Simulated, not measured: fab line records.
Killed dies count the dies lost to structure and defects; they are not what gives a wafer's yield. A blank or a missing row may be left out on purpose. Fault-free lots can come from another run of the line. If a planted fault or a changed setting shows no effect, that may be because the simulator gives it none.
What tool caused it? || flow sky130 || 14 lots with 42 wafers sampled at 3 steps, on a route of 708 steps

## WHAT EACH GAUGE READ, for each wafer
SKY_FIELD_ISO_THK_MEAS_02.
{"lot": "L864", "measured": "day 1 12:52", "on": "film-metro-03", "FIELD_ISO_OXIDATION_00_THK (nm)": "12.29 12.49 12.26"}
{"lot": "L866", "measured": "day 1 21:38", "on": "film-metro-02", "FIELD_ISO_OXIDATION_00_THK (nm)": "12.14 12.11 12.18"}
{"lot": "L867", "measured": "day 2 03:32", "on": "film-metro-02", "FIELD_ISO_OXIDATION_00_THK (nm)": "11.61 11.66 11.79"}
{"lot": "L868", "measured": "day 2 07:47", "on": "film-metro-04", "FIELD_ISO_OXIDATION_00_THK (nm)": "12.05 12.25 12.19"}
{"lot": "L871", "measured": "day 2 23:36", "on": "film-metro-04", "FIELD_ISO_OXIDATION_00_THK (nm)": "11.89 11.87 11.86"}
{"lot": "L872", "measured": "day 3 03:38", "on": "film-metro-04", "FIELD_ISO_OXIDATION_00_THK (nm)": "12.21 12.00 12.23"}
{"lot": "L876", "measured": "day 4 01:52", "on": "film-metro-02", "FIELD_ISO_OXIDATION_00_THK (nm)": "12.19 12.07 12.15"}
{"lot": "L878", "measured": "day 4 15:55", "on": "film-metro-04", "FIELD_ISO_OXIDATION_00_THK (nm)": "12.01 12.10 11.98"}
{"lot": "L880", "measured": "day 4 22:55", "on": "film-metro-02", "FIELD_ISO_OXIDATION_00_THK (nm)": "12.19 12.31 12.40"}
{"lot": "L882", "measured": "day 5 08:29", "on": "film-metro-04", "FIELD_ISO_OXIDATION_00_THK (nm)": "12.04 11.95 12.20"}
{"lot": "L883", "measured": "day 5 11:51", "on": "film-metro-02", "FIELD_ISO_OXIDATION_00_THK (nm)": "11.81 11.68 11.80"}
{"lot": "L884", "measured": "day 5 16:46", "on": "film-metro-04", "FIELD_ISO_OXIDATION_00_THK (nm)": "12.25 12.38 12.53"}
{"lot": "L885", "measured": "day 5 21:16", "on": "film-metro-03", "FIELD_ISO_OXIDATION_00_THK (nm)": "11.87 11.91 11.95"}
{"lot": "L887", "measured": "day 6 07:55", "on": "film-metro-04", "FIELD_ISO_OXIDATION_00_THK (nm)": "11.61 11.82 11.53"}

SKY_NWELL_THK_MEAS_02.
{"lot": "L864", "measured": "day 2 13:01", "on": "film-metro-02", "NWELL_OXIDATION_THK (nm)": "9.95 9.95 10.08"}
{"lot": "L866", "measured": "day 3 00:55", "on": "film-metro-03", "NWELL_OXIDATION_THK (nm)": "9.84 9.78 9.90"}
{"lot": "L867", "measured": "day 3 03:35", "on": "film-metro-02", "NWELL_OXIDATION_THK (nm)": "9.74 9.98 9.98"}
{"lot": "L868", "measured": "day 3 10:25", "on": "film-metro-01", "NWELL_OXIDATION_THK (nm)": "9.89 9.74 9.83"}
{"lot": "L871", "measured": "day 4 05:47", "on": "film-metro-03", "NWELL_OXIDATION_THK (nm)": "10.04 10.18 10.12"}
{"lot": "L872", "measured": "day 4 17:38", "on": "film-metro-02", "NWELL_OXIDATION_THK (nm)": "10.11 9.87 9.95"}
{"lot": "L876", "measured": "day 5 09:00", "on": "film-metro-01", "NWELL_OXIDATION_THK (nm)": "9.98 9.99 9.94"}
{"lot": "L878", "measured": "day 5 20:16", "on": "film-metro-01", "NWELL_OXIDATION_THK (nm)": "9.75 9.92 9.99"}
{"lot": "L880", "measured": "day 6 01:04", "on": "film-metro-01", "NWELL_OXIDATION_THK (nm)": "10.07 10.11 9.95"}
{"lot": "L882", "measured": "day 6 13:35", "on": "film-metro-03", "NWELL_OXIDATION_THK (nm)": "10.20 10.26 10.24"}
{"lot": "L883", "measured": "day 6 17:49", "on": "film-metro-02", "NWELL_OXIDATION_THK (nm)": "9.69 9.67 9.71"}
{"lot": "L884", "measured": "day 6 21:55", "on": "film-metro-03", "NWELL_OXIDATION_THK (nm)": "9.85 10.03 10.14"}
{"lot": "L885", "measured": "day 7 00:44", "on": "film-metro-01", "NWELL_OXIDATION_THK (nm)": "10.07 10.12 10.05"}
{"lot": "L887", "measured": "day 7 19:08", "on": "film-metro-02", "NWELL_OXIDATION_THK (nm)": "10.22 10.15 10.23"}

## TOOL THAT RAN EACH LOT (tool first, then ch and the chambers of the sampled wafers, then the start)
{"lot": "L864", "SKY_FIELD_ISO_STRIP_16": "plasma-asher-01 ch 0,1, day 2 06:01"}
{"lot": "L866", "SKY_FIELD_ISO_STRIP_16": "plasma-asher-01 ch 0,1, day 2 14:50"}
{"lot": "L867", "SKY_FIELD_ISO_STRIP_16": "plasma-asher-04 ch 1, day 2 20:55"}
{"lot": "L868", "SKY_FIELD_ISO_STRIP_16": "plasma-asher-04 ch 1, day 3 01:52"}
{"lot": "L871", "SKY_FIELD_ISO_STRIP_16": "plasma-asher-04 ch 1, day 3 17:43"}
{"lot": "L872", "SKY_FIELD_ISO_STRIP_16": "plasma-asher-04 ch 0,1, day 3 23:10"}
{"lot": "L876", "SKY_FIELD_ISO_STRIP_16": "plasma-asher-01 ch 0,1, day 4 19:49"}
{"lot": "L878", "SKY_FIELD_ISO_STRIP_16": "plasma-asher-01 ch 0,1, day 5 12:17"}
{"lot": "L880", "SKY_FIELD_ISO_STRIP_16": "plasma-asher-04 ch 0,1, day 5 17:23"}
{"lot": "L882", "SKY_FIELD_ISO_STRIP_16": "plasma-asher-01 ch 0, day 6 07:13"}
{"lot": "L883", "SKY_FIELD_ISO_STRIP_16": "plasma-asher-01 ch 0,1, day 6 09:43"}
{"lot": "L884", "SKY_FIELD_ISO_STRIP_16": "plasma-asher-01 ch 0,1, day 6 13:58"}
{"lot": "L885", "SKY_FIELD_ISO_STRIP_16": "plasma-asher-04 ch 0,1, day 6 17:49"}
{"lot": "L887", "SKY_FIELD_ISO_STRIP_16": "plasma-asher-04 ch 0,1, day 7 05:04"}
- SKY_FIELD_ISO_STRIP_16: strips in O2/N2.

## WHAT THE TOOLS THEMSELVES READ (means of the sampled wafers that have a number; where no wafer has one, the mark that the record gives instead)
SKY_FIELD_ISO_STRIP_16.
{"lot": "L864", "tool": "plasma-asher-01", "drypump-motor-current-A (A)": 5.6, "oes-product-au (a.u.)": 0.372, "strip-time-to-endpoint-s (s)": 3.47}
{"lot": "L866", "tool": "plasma-asher-01", "drypump-motor-current-A (A)": 5.7, "oes-product-au (a.u.)": 0.377, "strip-time-to-endpoint-s (s)": 3.43}
{"lot": "L867", "tool": "plasma-asher-04", "drypump-motor-current-A (A)": 5.9, "oes-product-au (a.u.)": 0.370, "strip-time-to-endpoint-s (s)": 3.49}
{"lot": "L868", "tool": "plasma-asher-04", "drypump-motor-current-A (A)": 5.9, "oes-product-au (a.u.)": 0.378, "strip-time-to-endpoint-s (s)": 3.48}
{"lot": "L871", "tool": "plasma-asher-04", "drypump-motor-current-A (A)": 5.9, "oes-product-au (a.u.)": 0.371, "strip-time-to-endpoint-s (s)": 3.47}
{"lot": "L872", "tool": "plasma-asher-04", "drypump-motor-current-A (A)": 5.3, "oes-product-au (a.u.)": 0.373, "strip-time-to-endpoint-s (s)": 3.42}
{"lot": "L876", "tool": "plasma-asher-01", "drypump-motor-current-A (A)": 5.7, "oes-product-au (a.u.)": 0.373, "strip-time-to-endpoint-s (s)": 3.47}
{"lot": "L878", "tool": "plasma-asher-01", "drypump-motor-current-A (A)": 5.7, "oes-product-au (a.u.)": 0.371, "strip-time-to-endpoint-s (s)": 3.49}
{"lot": "L880", "tool": "plasma-asher-04", "drypump-motor-current-A (A)": 5.3, "oes-product-au (a.u.)": 0.373, "strip-time-to-endpoint-s (s)": 3.48}
{"lot": "L882", "tool": "plasma-asher-01", "drypump-motor-current-A (A)": 5.4, "oes-product-au (a.u.)": 0.370, "strip-time-to-endpoint-s (s)": 3.45}
{"lot": "L883", "tool": "plasma-asher-01", "drypump-motor-current-A (A)": 5.5, "oes-product-au (a.u.)": 0.373, "strip-time-to-endpoint-s (s)": 3.47}
{"lot": "L884", "tool": "plasma-asher-01", "drypump-motor-current-A (A)": 5.7, "oes-product-au (a.u.)": 0.372, "strip-time-to-endpoint-s (s)": 3.46}
{"lot": "L885", "tool": "plasma-asher-04", "drypump-motor-current-A (A)": 5.6, "oes-product-au (a.u.)": 0.373, "strip-time-to-endpoint-s (s)": 3.43}
{"lot": "L887", "tool": "plasma-asher-04", "drypump-motor-current-A (A)": 5.6, "oes-product-au (a.u.)": 0.376, "strip-time-to-endpoint-s (s)": 3.50}

## THE ANSWER, worked out from the rows above alone
Rule: the lots themselves supply what counts as usual. The widest of any qualifying gaps counts: lots, ordered by their means at a reading, are off when they make up no more than a third of the lots, leave a main group of 4 or more, and stand apart from it by 3 or more times the standard deviation of that group's means. Not used: any main group whose means are identical at the precision the tables above print for the reading. Also off: a lot with no number at a reading for which 4 or more lots have one. All remaining lots with rows at the step are treated as sound. First the gauges in route order, then the tools' own readings, where a lot's mean is used as printed above. At the first step where some lot is off, the reading lying furthest off is the one used; lots without a number count as furthest.
No lot is off on any of the readings shown, so nothing can be concluded from this.

## WHAT HAD BEEN PUT IN BY THE SIMULATOR
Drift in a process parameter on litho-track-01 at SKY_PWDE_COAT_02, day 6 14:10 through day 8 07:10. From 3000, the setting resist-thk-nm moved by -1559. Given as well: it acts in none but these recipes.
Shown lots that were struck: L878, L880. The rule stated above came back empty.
